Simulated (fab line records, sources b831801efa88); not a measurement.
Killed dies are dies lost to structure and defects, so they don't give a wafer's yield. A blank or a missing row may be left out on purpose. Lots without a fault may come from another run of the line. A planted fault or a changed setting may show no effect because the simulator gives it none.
Which tool did it? | flow sky130 | 11 lots, 33 wafers sampled, at 7 steps of a route of 708

WHAT THE GAUGES READ, wafer by wafer
SKY_SD_N_TW_MEAS_12. Usual: SD_N_TW 3973, standard deviation 21.
lot  | measured     | on            | SD_N_TW        | flag
L632 | day 28 10:22 | film_metro-02 | 4001 3972 3961 |
L634 | day 28 18:38 | film_metro-03 | 3975 3995 3980 |
L635 | day 28 20:31 | film_metro-02 | 3957 3974 3973 |
L641 | day 32 09:32 | film_metro-01 | 3971 3998 3968 |
L644 | day 33 02:33 | film_metro-03 | 4037 4047 4064 | OFF
L645 | day 33 13:26 | film_metro-02 | 4087 4081 4086 | OFF
L647 | day 34 01:26 | film_metro-01 | 3968 3982 3986 |
L649 | day 34 10:13 | film_metro-01 | 3974 3971 3978 |
L651 | day 34 21:26 | film_metro-03 | 3956 3956 3959 |
L653 | day 35 04:42 | film_metro-01 | 3996 3998 3999 |
L655 | day 35 13:25 | film_metro-03 | 3960 3968 3965 |

SKY_SD_N_RS_MEAS_16: measures by four-point-probe. Usual: SD_N_RS 68.55 ohm/sq, standard deviation 0.11.
lot  | measured     | on            | SD_N_RS (ohm/sq)  | flag
L632 | day 28 10:39 | film_metro-03 | 68.48 68.66 68.59 |
L634 | day 28 18:55 | film_metro-02 | 68.64 68.42 68.44 |
L635 | day 28 20:48 | film_metro-03 | 68.47 68.52 68.62 |
L641 | day 32 09:49 | film_metro-01 | 68.63 68.56 68.67 |
L644 | day 33 02:50 | film_metro-02 | 63.52 63.58 63.52 | OFF
L645 | day 33 13:44 | film_metro-03 | 63.71 63.78 63.73 | OFF
L647 | day 34 01:43 | film_metro-02 | 68.48 68.33 68.36 |
L649 | day 34 10:31 | film_metro-03 | 68.64 68.54 68.68 |
L651 | day 34 21:44 | film_metro-02 | 68.58 68.74 68.52 |
L653 | day 35 04:59 | film_metro-03 | 68.73 68.68 68.59 |
L655 | day 35 13:42 | film_metro-02 | 68.60 68.53 68.41 |

SKY_LI_CONTACT_CD_MEAS_12: target cd 170 nm. Usual: cd_nm 170.2 nm, standard deviation 1.4.
lot  | measured     | on        | cd_nm (nm)        | flag
L632 | day 29 16:02 | cd_sem-02 | 169.1 170.0 169.4 |
L634 | day 30 00:17 | cd_sem-01 | 169.7 170.2 169.9 |
L635 | day 30 01:46 | cd_sem-01 | 168.0 168.7 168.7 |
L641 | day 33 13:47 | cd_sem-02 | 167.2 169.1 169.2 |
L644 | day 34 06:05 | cd_sem-02 | 171.6 171.7 171.0 |
L645 | day 34 16:45 | cd_sem-02 | 169.2 171.1 170.4 |
L647 | day 35 05:26 | cd_sem-01 | 172.0 171.2 170.7 |
L649 | day 35 13:50 | cd_sem-02 | 168.0 169.7 168.7 |
L651 | day 36 01:25 | cd_sem-02 | 169.9 170.6 172.0 |
L653 | day 36 08:04 | cd_sem-01 | 171.4 172.4 172.3 |
L655 | day 36 17:05 | cd_sem-01 | 169.7 168.2 169.5 |

SKY_CONTACT_BOW_MEAS_05. Usual: CONTACT_BOW 82 um, standard deviation 6.7.
lot  | measured     | on            | CONTACT_BOW (um) | flag
L632 | day 30 23:38 | film_metro-04 | 77 90 78         |
L634 | day 31 07:30 | film_metro-01 | 76 74 81         |
L635 | day 31 08:28 | film_metro-03 | 73 75 91         |
L641 | day 34 19:11 | film_metro-04 | 74 77 68         |
L644 | day 35 11:20 | film_metro-04 | 88 76 78         |
L645 | day 35 21:55 | film_metro-03 | 86 83 77         |
L647 | day 36 10:58 | film_metro-04 | 74 86 75         |
L649 | day 36 19:01 | film_metro-04 | 94 70 84         |
L651 | day 37 07:20 | film_metro-01 | 85 86 85         |
L653 | day 37 13:31 | film_metro-04 | 81 70 82         |
L655 | day 37 23:02 | film_metro-01 | 87 83 84         |

WHICH TOOL RAN EACH LOT (tool, then ch and the chambers of the sampled wafers, then the start)
lot  | SKY_GATE_OXIDE_STRIP_13              | SKY_SD_N_IMPLANT_09             | SKY_SD_N_STRIP_11
L632 | plasma_asher-03 ch 0,1, day 14 00:34 | implanter-02 ch 0, day 28 09:58 | plasma_asher-01 ch 0,1, day 28 10:16
L634 | plasma_asher-03 ch 0,1, day 14 13:33 | implanter-04 ch 0, day 28 18:14 | plasma_asher-04 ch 0,1, day 28 18:32
L635 | plasma_asher-04 ch 0,1, day 14 15:32 | implanter-03 ch 0, day 28 20:07 | plasma_asher-02 ch 1, day 28 20:25
L641 | plasma_asher-04 ch 0,1, day 18 09:56 | implanter-02 ch 0, day 32 09:08 | plasma_asher-04 ch 0,1, day 32 09:26
L644 | plasma_asher-04 ch 0,1, day 19 07:25 | implanter-02 ch 0, day 33 01:41 | plasma_asher-04 ch 1, day 33 02:25
L645 | plasma_asher-04 ch 0,1, day 19 17:55 | implanter-04 ch 0, day 33 12:44 | plasma_asher-02 ch 0,1, day 33 13:20
L647 | plasma_asher-02 ch 0,1, day 20 05:34 | implanter-04 ch 0, day 34 01:02 | plasma_asher-01 ch 0,1, day 34 01:20
L649 | plasma_asher-03 ch 0,1, day 20 20:49 | implanter-03 ch 0, day 34 09:50 | plasma_asher-01 ch 0,1, day 34 10:07
L651 | plasma_asher-04 ch 0,1, day 21 04:13 | implanter-04 ch 0, day 34 21:04 | plasma_asher-01 ch 0,1, day 34 21:21
L653 | plasma_asher-04 ch 0,1, day 21 16:31 | implanter-02 ch 0, day 35 04:19 | plasma_asher-04 ch 0,1, day 35 04:35
L655 | plasma_asher-04 ch 0,1, day 21 23:28 | implanter-02 ch 0, day 35 13:01 | plasma_asher-02 ch 0,1, day 35 13:19
- SKY_GATE_OXIDE_STRIP_13: strips in O2/N2.
- SKY_SD_N_IMPLANT_09
- SKY_SD_N_STRIP_11: strips in O2/N2.

WHAT THE TOOLS THEMSELVES READ (means of the sampled wafers that have a number; where no wafer has one, the mark that the record gives instead)
SKY_GATE_OXIDE_STRIP_13. Usual: drypump_motor_current_A 5.6 A, standard deviation 0.41; oes_product_au 0.715 a.u., standard deviation 0.0043; strip_time_to_endpoint_s 14.20 s, standard deviation 0.037.
lot  | tool            | drypump_motor_current_A (A) | oes_product_au (a.u.) | strip_time_to_endpoint_s (s) | flag
L632 | plasma_asher-03 | 5.6                         | 0.716                 | 14.26                        |
L634 | plasma_asher-03 | 5.9                         | 0.718                 | 14.22                        |
L635 | plasma_asher-04 | 5.4                         | 0.711                 | 14.21                        |
L641 | plasma_asher-04 | 5.6                         | 0.716                 | 14.20                        |
L644 | plasma_asher-04 | 5.6                         | 0.711                 | 14.21                        |
L645 | plasma_asher-04 | 5.6                         | 0.718                 | 14.27                        |
L647 | plasma_asher-02 | 5.5                         | 0.715                 | 14.18                        |
L649 | plasma_asher-03 | 5.9                         | 0.712                 | 14.16                        |
L651 | plasma_asher-04 | 5.4                         | 0.713                 | 14.20                        |
L653 | plasma_asher-04 | 5.6                         | 0.718                 | 14.17                        |
L655 | plasma_asher-04 | 5.4                         | 0.720                 | 14.26                        |

SKY_SD_N_STRIP_11. Usual: drypump_motor_current_A 5.5 A, standard deviation 0.39; oes_product_au 0.527 a.u., standard deviation 0.005; strip_time_to_endpoint_s 22.60 s, standard deviation 0.039.
lot  | tool            | drypump_motor_current_A (A) | oes_product_au (a.u.) | strip_time_to_endpoint_s (s) | flag
L632 | plasma_asher-01 | 5.5                         | 0.526                 | 22.64                        |
L634 | plasma_asher-04 | 5.6                         | 0.525                 | 22.59                        |
L635 | plasma_asher-02 | 5.2                         | 0.526                 | 22.57                        |
L641 | plasma_asher-04 | 5.4                         | 0.530                 | 22.59                        |
L644 | plasma_asher-04 | 5.2                         | 0.512                 | 23.85                        | OFF
L645 | plasma_asher-02 | 5.5                         | 0.516                 | 23.84                        | OFF
L647 | plasma_asher-01 | 5.4                         | 0.526                 | 22.57                        |
L649 | plasma_asher-01 | 5.4                         | 0.529                 | 22.58                        |
L651 | plasma_asher-01 | 5.2                         | 0.530                 | 22.57                        |
L653 | plasma_asher-04 | 5.5                         | 0.523                 | 22.63                        |
L655 | plasma_asher-02 | 5.5                         | 0.532                 | 22.62                        |

THE ANSWER, worked out from the rows above alone
Rule: a lot is off if the mean of its wafers that have a number lies more than 3 standard deviations from the usual mean. A lot without any number at a reading at which 4 lots or more have one is off too. The other lots that the step has rows for count as sound. The gauges are gone through in route order, then the tools' own readings, and for those a lot's mean is taken as printed above. The first step at which some lot is off is used, and at that step the reading that is off furthest; a lot without a number counts as furthest.
Off: L644, L645, at SKY_SD_N_TW_MEAS_12 (SD_N_TW).
A tool fits if, at a process step before that reading, it ran every lot that is off, and no sound lot after the first of them. The gauges at SKY_SD_N_TW_MEAS_12 aren't tried: what is off there is off at SKY_SD_N_STRIP_11 too, on other tools, and a gauge's error can't cause that. None of those tried fits.

WHAT THE SIMULATOR HAD PUT IN
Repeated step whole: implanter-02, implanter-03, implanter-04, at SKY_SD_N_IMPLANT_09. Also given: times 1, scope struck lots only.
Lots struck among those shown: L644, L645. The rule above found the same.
